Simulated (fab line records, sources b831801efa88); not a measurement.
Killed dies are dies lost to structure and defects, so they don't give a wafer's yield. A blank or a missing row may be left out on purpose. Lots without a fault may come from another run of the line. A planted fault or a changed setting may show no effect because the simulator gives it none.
Which tool did it? | flow sky130 | 24 lots, 72 wafers sampled, at 3 steps of a route of 708

WHAT THE GAUGES READ, wafer by wafer
SKY_CAP2M_THK_MEAS_01. Usual: CAP2M_CVD_00_THK 15.52 nm, standard deviation 0.19.
lot  | measured     | on            | CAP2M_CVD_00_THK (nm) | flag
L074 | day 39 17:27 | film_metro-02 | 15.48 15.32 15.67     |
L075 | day 40 01:31 | film_metro-02 | 15.44 15.45 15.65     |
L076 | day 40 10:38 | film_metro-04 | 15.38 15.27 15.47     |
L077 | day 40 19:38 | film_metro-04 | 15.36 15.50 15.67     |
L079 | day 40 20:20 | film_metro-02 | 15.70 15.56 15.82     |
L078 | day 41 00:05 | film_metro-01 | 15.33 15.58 15.58     |
L081 | day 41 14:21 | film_metro-04 | 15.30 15.15 15.52     |
L080 | day 41 18:10 | film_metro-01 | 15.73 15.64 15.83     |
L082 | day 42 02:58 | film_metro-02 | 15.59 15.45 15.71     |
L083 | day 42 06:56 | film_metro-04 | 15.46 15.34 15.54     |
L084 | day 42 17:27 | film_metro-02 | 15.45 15.49 15.66     |
L085 | day 43 00:35 | film_metro-04 | 15.15 15.46 15.61     |
L086 | day 43 07:26 | film_metro-04 | 15.42 15.58 15.47     |
L087 | day 43 11:59 | film_metro-01 | 15.69 15.74 15.78     |
L088 | day 43 22:58 | film_metro-04 | 15.60 15.58 15.54     |
L089 | day 44 01:04 | film_metro-04 | 15.41 15.64 15.41     |
L090 | day 44 03:07 | film_metro-04 | 15.46 15.45 15.81     |
L091 | day 44 16:16 | film_metro-02 | 15.50 15.66 15.64     |
L092 | day 44 21:50 | film_metro-02 | 15.15 15.70 15.36     |
L093 | day 45 05:29 | film_metro-04 | 15.45 15.64 15.53     |
L094 | day 45 08:11 | film_metro-04 | 15.54 15.74 15.80     |
L095 | day 45 17:26 | film_metro-04 | 15.19 15.64 15.56     |
L096 | day 45 20:23 | film_metro-01 | 15.43 15.37 15.76     |
L097 | day 45 22:00 | film_metro-01 | 15.54 15.51 15.52     |

WHICH TOOL RAN EACH LOT (tool, then ch and the chambers of the sampled wafers, then the start)
lot  | SKY_METAL3_SPUTTER_04        | SKY_VIA3_STRIP_16
L074 | pvd_sputter-01, day 36 08:23 | plasma_asher-03 ch 0,1, day 39 16:01
L075 | pvd_sputter-01, day 36 16:59 | plasma_asher-04 ch 0,1, day 40 00:05
L076 | pvd_sputter-04, day 37 02:52 | plasma_asher-03 ch 0,1, day 40 09:10
L077 | pvd_sputter-04, day 37 12:04 | plasma_asher-04 ch 0,1, day 40 18:08
L079 | pvd_sputter-01, day 37 12:38 | plasma_asher-03 ch 0,1, day 40 18:47
L078 | pvd_sputter-01, day 37 15:52 | plasma_asher-03 ch 0,1, day 40 22:37
L081 | pvd_sputter-01, day 38 07:43 | plasma_asher-04 ch 0,1, day 41 12:55
L080 | pvd_sputter-04, day 38 10:45 | plasma_asher-02 ch 0,1, day 41 16:43
L082 | pvd_sputter-01, day 38 20:49 | plasma_asher-04 ch 0,1, day 42 01:25
L083 | pvd_sputter-01, day 39 01:19 | plasma_asher-04 ch 0,1, day 42 05:30
L084 | pvd_sputter-01, day 39 10:37 | plasma_asher-03 ch 0,1, day 42 14:12
L085 | pvd_sputter-04, day 39 19:10 | plasma_asher-04 ch 0,1, day 42 23:08
L086 | pvd_sputter-01, day 40 03:13 | plasma_asher-04 ch 0,1, day 43 05:56
L087 | pvd_sputter-01, day 40 07:04 | plasma_asher-02 ch 0,1, day 43 10:07
L088 | pvd_sputter-04, day 40 19:15 | plasma_asher-02 ch 0, day 43 21:29
L089 | pvd_sputter-03, day 40 23:07 | plasma_asher-03 ch 0,1, day 43 23:37
L090 | pvd_sputter-04, day 41 01:04 | plasma_asher-02 ch 0,1, day 44 01:39
L091 | pvd_sputter-03, day 41 15:25 | plasma_asher-04 ch 1, day 44 14:49
L092 | pvd_sputter-03, day 41 20:22 | plasma_asher-04 ch 0,1, day 44 20:23
L093 | pvd_sputter-03, day 42 04:49 | plasma_asher-02 ch 0,1, day 45 04:04
L094 | pvd_sputter-04, day 42 08:37 | plasma_asher-04 ch 0,1, day 45 06:46
L095 | pvd_sputter-01, day 42 18:07 | plasma_asher-04 ch 0,1, day 45 16:01
L096 | pvd_sputter-01, day 42 21:01 | plasma_asher-04 ch 0,1, day 45 18:37
L097 | pvd_sputter-03, day 42 23:34 | plasma_asher-04 ch 0,1, day 45 20:34
- SKY_METAL3_SPUTTER_04: material TiN, target thk 70 nm, time 58.3 s.
- SKY_VIA3_STRIP_16: strips in O2/N2.

WHAT THE TOOLS THEMSELVES READ (means of the sampled wafers that have a number; where no wafer has one, the mark that the record gives instead)
SKY_METAL3_SPUTTER_04. Usual: cathode_dc_power_W 6499.7 W, standard deviation 1.1; throttle_valve_pct 30.0 %, standard deviation 1.
lot  | tool           | cathode_dc_power_W (W) | throttle_valve_pct (%) | flag
L074 | pvd_sputter-01 | 6499.5                 | 29.3                   |
L075 | pvd_sputter-01 | 6501.3                 | 29.4                   |
L076 | pvd_sputter-04 | 6499.2                 | 30.6                   |
L077 | pvd_sputter-04 | 6500.1                 | 30.9                   |
L079 | pvd_sputter-01 | 6499.2                 | 29.2                   |
L078 | pvd_sputter-01 | 6498.8                 | 30.0                   |
L081 | pvd_sputter-01 | 6499.3                 | 30.2                   |
L080 | pvd_sputter-04 | 6500.9                 | 31.0                   |
L082 | pvd_sputter-01 | 6499.7                 | 29.2                   |
L083 | pvd_sputter-01 | 6500.4                 | 29.5                   |
L084 | pvd_sputter-01 | 6499.4                 | 30.1                   |
L085 | pvd_sputter-04 | 6501.2                 | 30.9                   |
L086 | pvd_sputter-01 | 6499.3                 | 30.0                   |
L087 | pvd_sputter-01 | 6500.3                 | 28.8                   |
L088 | pvd_sputter-04 | 6500.9                 | 30.7                   |
L089 | pvd_sputter-03 | 6499.7                 | 30.2                   |
L090 | pvd_sputter-04 | 6498.5                 | 30.7                   |
L091 | pvd_sputter-03 | 6500.1                 | 29.8                   |
L092 | pvd_sputter-03 | 6500.2                 | 30.3                   |
L093 | pvd_sputter-03 | 6499.5                 | 30.2                   |
L094 | pvd_sputter-04 | 6499.3                 | 30.7                   |
L095 | pvd_sputter-01 | 6499.3                 | 29.6                   |
L096 | pvd_sputter-01 | 6500.5                 | 29.4                   |
L097 | pvd_sputter-03 | 6500.0                 | 29.8                   |

SKY_VIA3_STRIP_16. Usual: drypump_motor_current_A 5.9 A, standard deviation 0.39; oes_product_au 0.403 a.u., standard deviation 0.0041; strip_time_to_endpoint_s 4.146 s, standard deviation 0.022.
lot  | tool            | drypump_motor_current_A (A) | oes_product_au (a.u.) | strip_time_to_endpoint_s (s) | flag
L074 | plasma_asher-03 | 5.9                         | 0.406                 | 4.153                        |
L075 | plasma_asher-04 | 6.0                         | 0.400                 | 4.143                        |
L076 | plasma_asher-03 | 6.3                         | 0.397                 | 4.138                        |
L077 | plasma_asher-04 | 6.1                         | 0.402                 | 4.128                        |
L079 | plasma_asher-03 | 5.9                         | 0.402                 | 4.133                        |
L078 | plasma_asher-03 | 6.3                         | 0.404                 | 4.128                        |
L081 | plasma_asher-04 | 6.0                         | 0.403                 | 4.159                        |
L080 | plasma_asher-02 | 5.6                         | 0.403                 | 4.153                        |
L082 | plasma_asher-04 | 6.1                         | 0.404                 | 4.163                        |
L083 | plasma_asher-04 | 6.1                         | 0.403                 | 4.171                        |
L084 | plasma_asher-03 | 5.9                         | 0.406                 | 4.177                        |
L085 | plasma_asher-04 | 6.1                         | 0.403                 | 4.116                        |
L086 | plasma_asher-04 | 6.1                         | 0.406                 | 4.161                        |
L087 | plasma_asher-02 | 5.5                         | 0.405                 | 4.110                        |
L088 | plasma_asher-02 | 5.3                         | 0.399                 | 4.141                        |
L089 | plasma_asher-03 | 5.9                         | 0.402                 | 4.163                        |
L090 | plasma_asher-02 | 5.5                         | 0.399                 | 4.134                        |
L091 | plasma_asher-04 | 6.2                         | 0.406                 | 4.181                        |
L092 | plasma_asher-04 | 6.1                         | 0.404                 | 4.124                        |
L093 | plasma_asher-02 | 5.6                         | 0.401                 | 4.152                        |
L094 | plasma_asher-04 | 6.0                         | 0.398                 | 4.100                        |
L095 | plasma_asher-04 | 6.1                         | 0.400                 | 4.144                        |
L096 | plasma_asher-04 | 6.1                         | 0.401                 | 4.169                        |
L097 | plasma_asher-04 | 6.0                         | 0.401                 | 4.152                        |

THE ANSWER, worked out from the rows above alone
Rule: a lot is off if the mean of its wafers that have a number lies more than 3 standard deviations from the usual mean. A lot without any number at a reading at which 4 lots or more have one is off too. The other lots that the step has rows for count as sound. The gauges are gone through in route order, then the tools' own readings, and for those a lot's mean is taken as printed above. The first step at which some lot is off is used, and at that step the reading that is off furthest; a lot without a number counts as furthest.
No lot is off at any reading shown: from this, nothing can be told.

WHAT THE SIMULATOR HAD PUT IN
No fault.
